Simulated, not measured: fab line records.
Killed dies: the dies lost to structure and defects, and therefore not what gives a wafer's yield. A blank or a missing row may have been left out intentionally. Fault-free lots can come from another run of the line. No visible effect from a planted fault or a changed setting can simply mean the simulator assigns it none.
Which tool is to blame?    flow gf180mcu    Sampling: 12 lots, 35 wafers, 4 of 602 route steps

WHAT EACH GAUGE READ, for each wafer
GF_M1_RS_MEAS_05: measurement is done with a four-point probe.
lot   measured      on             M1_ALCU_RS (ohm/sq)
L503  day 16 01:16  film-metro-04  0.0692 0.0691 0.0698
L504  day 16 11:58  film-metro-04  0.0698 0.0698 0.0702
L505  day 16 19:26  film-metro-04  0.0690 0.0699 0.0698
L507  day 17 10:42  film-metro-01  0.0692 0.0690 0.0688
L510  day 18 12:50  film-metro-02  0.0686 0.0687 0.0696
L511  day 18 21:53  film-metro-04  0.0696 0.0703 0.0699
L513  day 19 17:04  film-metro-02  0.0697 0.0687 0.0714
L517  day 21 02:56  film-metro-02  0.0813 0.0700
L523  day 23 08:10  film-metro-02  0.0680 0.0677 0.0695
L524  day 23 21:51  film-metro-01  0.0692 0.0701 0.0701
L526  day 24 08:18  film-metro-02  0.0690 0.0689 0.0691
L525  day 24 09:13  film-metro-01  0.0684 0.0691 0.0696

GF_M1_THK_MEAS_06: measures by xrf.
lot   measured      on             M1_ALCU_THK (nm)
L503  day 16 01:23  film-metro-04  448 446 444
L504  day 16 12:05  film-metro-04  444 443 441
L505  day 16 19:34  film-metro-04  449 442 443
L507  day 17 10:49  film-metro-01  449 450 456
L510  day 18 12:58  film-metro-02  456 459 450
L511  day 18 21:59  film-metro-04  444 443 443
L513  day 19 17:10  film-metro-02  448 456 438
L517  day 21 03:03  film-metro-02  386 449
L523  day 23 08:17  film-metro-02  459 459 451
L524  day 23 21:58  film-metro-01  451 445 444
L526  day 24 08:25  film-metro-02  451 455 449
L525  day 24 09:19  film-metro-01  459 454 451

GF_V3_OVL_MEAS_15.
lot   measured      on          V3_OVL (nm)
L503  day 22 05:08  overlay-01  3 -3 -1
L504  day 22 17:11  overlay-01  -4 -5 -5
L505  day 23 00:34  overlay-01  -10 4 0
L507  day 23 14:38  overlay-02  -4 2 2
L510  day 24 15:51  overlay-02  -2 -6 -10
L511  day 25 03:10  overlay-02  -4 4 9
L513  day 25 18:43  overlay-01  -2 2 2
L517  day 27 00:07  overlay-02  -6 2
L523  day 28 21:32  overlay-02  -3 -3 4
L524  day 29 07:58  overlay-02  2 -9 7
L526  day 29 18:13  overlay-02  -6 -6 11
L525  day 29 21:27  overlay-02  6 9 3

WHAT TOOL EACH LOT RAN ON (gives the tool, then ch and the chambers of the sampled wafers, and finally the start)
lot   GF_M1_SPUTTER_02
L503  pvd-sputter-02, day 16 01:11
L504  pvd-sputter-04, day 16 11:53
L505  pvd-sputter-03, day 16 19:21
L507  pvd-sputter-04, day 17 10:37
L510  pvd-sputter-04, day 18 12:45
L511  pvd-sputter-02, day 18 21:46
L513  pvd-sputter-03, day 19 16:57
L517  pvd-sputter-03, day 21 02:50
L523  pvd-sputter-02, day 23 08:04
L524  pvd-sputter-02, day 23 21:46
L526  pvd-sputter-03, day 24 08:13
L525  pvd-sputter-03, day 24 09:05
- GF_M1_SPUTTER_02: material AlCu, target thk 450 nm, time 23.9 s.

WHAT THE TOOLS THEMSELVES READ (means of the sampled wafers that have a number; where no wafer has one, the mark that the record gives instead)
GF_M1_SPUTTER_02.
lot   tool            cathode-dc-power-W (W)  throttle-valve-pct (%)
L503  pvd-sputter-02  10599                   30.3
L504  pvd-sputter-04  10600                   29.6
L505  pvd-sputter-03  10600                   29.8
L507  pvd-sputter-04  10599                   30.3
L510  pvd-sputter-04  10598                   29.5
L511  pvd-sputter-02  10601                   29.4
L513  pvd-sputter-03  10599                   30.4
L517  pvd-sputter-03  10601                   28.8
L523  pvd-sputter-02  10599                   30.2
L524  pvd-sputter-02  10599                   29.3
L526  pvd-sputter-03  10599                   29.3
L525  pvd-sputter-03  10600                   30.0

THE ANSWER, worked out from the rows above alone
Rule: the usual values come from the lots themselves. Put in order of their means at a reading, lots are off if they are a third of the lots or fewer, leave a main group of 4 or more, and stand apart from it by a gap of 3 or more times the standard deviation of the main group's means; of several such gaps the widest counts. If all means in a main group match to the digits the tables above print for the reading, that group is not used. A lot without any number at a reading at which 4 lots or more have one is off too. Where the step has rows for the other lots, those lots are counted as sound. Order of review: gauges by route order, followed by the tools' own readings, for which a lot's mean as printed above is used. The first step at which some lot is off is used, and at that step the reading that is off furthest; a lot without a number counts as furthest.
Off: L517, at GF_M1_RS_MEAS_05 (M1_ALCU_RS). Mean 0.0694 ohm/sq and standard deviation 0.00049 in the main group.
If a tool, at a process step before that reading, ran all the lots that are off and no sound lot after the first of them, it fits. Those tools and the gauges at GF_M1_RS_MEAS_05 are tried in the same way. None of those tried fits.

WHAT HAD BEEN PUT IN BY THE SIMULATOR
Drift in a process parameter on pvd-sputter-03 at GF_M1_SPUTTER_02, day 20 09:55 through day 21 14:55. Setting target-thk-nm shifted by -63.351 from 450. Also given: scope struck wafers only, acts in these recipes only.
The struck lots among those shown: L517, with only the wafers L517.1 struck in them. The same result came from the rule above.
